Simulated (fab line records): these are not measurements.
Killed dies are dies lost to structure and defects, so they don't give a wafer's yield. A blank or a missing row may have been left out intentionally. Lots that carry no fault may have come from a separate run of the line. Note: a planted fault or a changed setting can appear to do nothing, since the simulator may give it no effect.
Which tool is to blame? | flow gf180mcu | 13 lots, 39 wafers sampled, at 5 steps of a route of 602

== WHAT THE GAUGES READ, wafer by wafer ==
GF_V1_OVL_MEAS_15. Usual: V1_OVL gives 1 nm (standard deviation 5.8).
lot  | measured     | on         | V1_OVL (nm) | flag
L693 | day 18 12:00 | overlay-01 | 2 -2 2      |
L694 | day 18 12:51 | overlay-02 | -3 2 2      |
L696 | day 19 15:42 | overlay-02 | 7 9 9       |
L698 | day 20 00:00 | overlay-01 | -10 -5 -9   |
L700 | day 20 21:28 | overlay-02 | -7 -6 -2    |
L701 | day 21 06:09 | overlay-02 | 10 10 4     |
L702 | day 21 12:16 | overlay-01 | 0 -1 -2     |
L703 | day 21 19:21 | overlay-01 | 3 9 6       |
L704 | day 22 09:21 | overlay-02 | 0 2 4       |
L705 | day 22 13:12 | overlay-01 | -4 -9 -2    |
L713 | day 25 05:09 | overlay-01 | 8 -1 4      |
L714 | day 25 16:00 | overlay-02 | 5 7 0       |
L716 | day 26 01:19 | overlay-02 | -2 8 3      |

GF_V2_BOW_MEAS_05. Usual: V2_BOW gives 99 um (standard deviation 9.1).
lot  | measured     | on            | V2_BOW (um) | flag
L693 | day 19 15:34 | film metro-04 | 98 108 117  |
L694 | day 19 16:31 | film metro-04 | 107 101 99  |
L696 | day 20 18:43 | film metro-03 | 88 89 105   |
L698 | day 21 02:28 | film metro-03 | 98 95 105   |
L700 | day 21 23:56 | film metro-03 | 98 96 88    |
L701 | day 22 08:32 | film metro-03 | 91 101 100  |
L702 | day 22 14:50 | film metro-03 | 93 106 83   |
L703 | day 22 21:58 | film metro-04 | 107 104 98  |
L704 | day 23 10:55 | film metro-02 | 93 106 93   |
L705 | day 23 14:59 | film metro-04 | 82 76 75    |
L713 | day 26 04:50 | film metro-03 | 106 100 110 |
L714 | day 26 16:32 | film metro-03 | 99 108 108  |
L716 | day 27 01:58 | film metro-02 | 104 108 113 |

== WHAT TOOL EACH LOT RAN ON (gives the tool, then ch and the chambers of the sampled wafers, and finally the start) ==
lot  | GF_M2_SPUTTER_02             | GF_M2_METAL_ETCH_16               | GF_M2_STRIP_17
L693 | pvd sputter-02, day 18 13:38 | rie metal-01 ch 0,1, day 19 14:21 | plasma asher-04 ch 0,1, day 19 14:29
L694 | pvd sputter-04, day 18 14:29 | rie metal-04 ch 0,1, day 19 15:18 | plasma asher-02 ch 0,1, day 19 15:26
L696 | pvd sputter-01, day 19 17:17 | rie metal-03 ch 0,1, day 20 17:28 | plasma asher-01 ch 0,1, day 20 17:35
L698 | pvd sputter-01, day 20 01:31 | rie metal-04 ch 0,1, day 21 01:14 | plasma asher-01 ch 0,1, day 21 01:22
L700 | pvd sputter-04, day 20 23:07 | rie metal-03 ch 0,1, day 21 22:43 | plasma asher-04 ch 1, day 21 22:50
L701 | pvd sputter-01, day 21 08:01 | rie metal-04 ch 0, day 22 07:17   | plasma asher-01 ch 0,1, day 22 07:25
L702 | pvd sputter-01, day 21 13:53 | rie metal-01 ch 0,1, day 22 13:35 | plasma asher-01 ch 0,1, day 22 13:43
L703 | pvd sputter-04, day 21 21:01 | rie metal-01 ch 0,1, day 22 20:44 | plasma asher-02 ch 0,1, day 22 20:52
L704 | pvd sputter-04, day 22 10:52 | rie metal-01 ch 0,1, day 23 09:42 | plasma asher-02 ch 0,1, day 23 09:50
L705 | pvd sputter-04, day 22 14:43 | rie metal-03 ch 1, day 23 13:44   | plasma asher-04 ch 1, day 23 13:52
L713 | pvd sputter-02, day 25 06:40 | rie metal-03 ch 0,1, day 26 03:37 | plasma asher-01 ch 0,1, day 26 03:44
L714 | pvd sputter-02, day 25 17:31 | rie metal-03 ch 0, day 26 15:01   | plasma asher-02 ch 0,1, day 26 15:08
L716 | pvd sputter-04, day 26 02:58 | rie metal-01 ch 0, day 27 00:39   | plasma asher-04 ch 0,1, day 27 00:51
- GF_M2_SPUTTER_02: material AlCu, target thk 450 nm, time 23.9 s.
- GF_M2_METAL_ETCH_16: etches the open film in Cl2/BCl3, stops on SiO2, target depth 750.8 nm, time 125.1 s.
- GF_M2_STRIP_17: strips in O2/N2.

== WHAT THE TOOLS THEMSELVES READ (means of the sampled wafers that have a number; where no wafer has one, the mark that the record gives instead) ==
GF_M2_SPUTTER_02. Usual: throttle valve pct at 30.3 %, with a standard deviation of 0.79.
lot  | tool           | throttle valve pct (%) | flag
L693 | pvd sputter-02 | 30.7                   |
L694 | pvd sputter-04 | 30.0                   |
L696 | pvd sputter-01 | 29.5                   |
L698 | pvd sputter-01 | 30.1                   |
L700 | pvd sputter-04 | 29.6                   |
L701 | pvd sputter-01 | 29.5                   |
L702 | pvd sputter-01 | 30.3                   |
L703 | pvd sputter-04 | 29.7                   |
L704 | pvd sputter-04 | 30.2                   |
L705 | pvd sputter-04 | 30.3                   |
L713 | pvd sputter-02 | 31.0                   |
L714 | pvd sputter-02 | 30.7                   |
L716 | pvd sputter-04 | 30.1                   |

GF_M2_METAL_ETCH_16. Usual: drypump motor current A 5.65 A, standard deviation 0.26; he backside leak sccm 3.3 sccm, standard deviation 0.35; oes product au 0.990 a.u., standard deviation 0.0073; throttle valve pct 28.230 %, standard deviation 0.01.
lot  | tool         | drypump motor current A (A) | he backside leak sccm (sccm) | oes product au (a.u.) | throttle valve pct (%) | flag
L693 | rie metal-01 | 5.45                        | 3.4                          | 0.990                 | 28.230                 |
L694 | rie metal-04 | 5.78                        | 3.1                          | 0.992                 | 28.231                 |
L696 | rie metal-03 | 5.81                        | 3.2                          | 0.995                 | 28.224                 |
L698 | rie metal-04 | 5.81                        | 3.2                          | 0.989                 | 28.227                 |
L700 | rie metal-03 | 5.68                        | 3.7                          | 0.999                 | 28.226                 |
L701 | rie metal-04 | 5.65                        | 3.4                          | 0.991                 | 28.229                 |
L702 | rie metal-01 | 5.69                        | 3.4                          | 0.987                 | 28.230                 |
L703 | rie metal-01 | 5.48                        | 3.4                          | 0.986                 | 28.237                 |
L704 | rie metal-01 | 5.67                        | 3.2                          | 0.968                 | 28.259                 | OFF
L705 | rie metal-03 | 5.55                        | 3.1                          | 1.002                 | 28.227                 |
L713 | rie metal-03 | 5.80                        | 3.1                          | 0.998                 | 28.223                 |
L714 | rie metal-03 | 5.95                        | 3.1                          | 0.993                 | 28.223                 |
L716 | rie metal-01 | 5.26                        | 3.4                          | 0.981                 | 28.243                 |

GF_M2_STRIP_17. Usual: drypump motor current A 5.7 A, standard deviation 0.37; heater power w 317 W, standard deviation 37; oes product au 0.537 a.u., standard deviation 0.0049; strip time to endpoint s 7.39 s, standard deviation 0.067.
lot  | tool            | drypump motor current A (A) | heater power w (W) | oes product au (a.u.) | strip time to endpoint s (s) | flag
L693 | plasma asher-04 | 5.6                         | 280                | 0.536                 | 7.38                         |
L694 | plasma asher-02 | 5.4                         | 358                | 0.534                 | 7.37                         |
L696 | plasma asher-01 | 6.2                         | 306                | 0.536                 | 7.37                         |
L698 | plasma asher-01 | 6.2                         | 297                | 0.539                 | 7.41                         |
L700 | plasma asher-04 | 5.4                         | 263                | 0.532                 | 7.35                         |
L701 | plasma asher-01 | 6.2                         | 297                | 0.536                 | 7.40                         |
L702 | plasma asher-01 | 6.2                         | 297                | 0.537                 | 7.44                         |
L703 | plasma asher-02 | 5.5                         | 363                | 0.539                 | 7.43                         |
L704 | plasma asher-02 | 5.5                         | 359                | 0.545                 | 7.51                         |
L705 | plasma asher-04 | 5.4                         | 268                | 0.538                 | 7.35                         |
L713 | plasma asher-01 | 6.2                         | 298                | 0.538                 | 7.39                         |
L714 | plasma asher-02 | 5.7                         | 370                | 0.537                 | 7.36                         |
L716 | plasma asher-04 | 5.7                         | 302                | 0.540                 | 7.46                         |

== THE ANSWER, worked out from the rows above alone ==
Rule: take the mean of a lot's wafers that have a number; if it is more than 3 standard deviations from the usual mean, the lot is off. A lot without any number at a reading at which 4 lots or more have one is off too. Any other lot the step has rows for is counted as sound. First the gauges in route order, then the tools' own readings, where a lot's mean is used as printed above. The first step at which some lot is off is used, and at that step the reading that is off furthest; a lot without a number counts as furthest.
Off at GF_M2_METAL_ETCH_16 (oes product au): L704.
A tool fits if, at that step or a process step before it, it ran every lot that is off, and no sound lot after the first of them. No candidate that was tried fits.

== WHAT HAD BEEN PUT IN BY THE SIMULATOR ==
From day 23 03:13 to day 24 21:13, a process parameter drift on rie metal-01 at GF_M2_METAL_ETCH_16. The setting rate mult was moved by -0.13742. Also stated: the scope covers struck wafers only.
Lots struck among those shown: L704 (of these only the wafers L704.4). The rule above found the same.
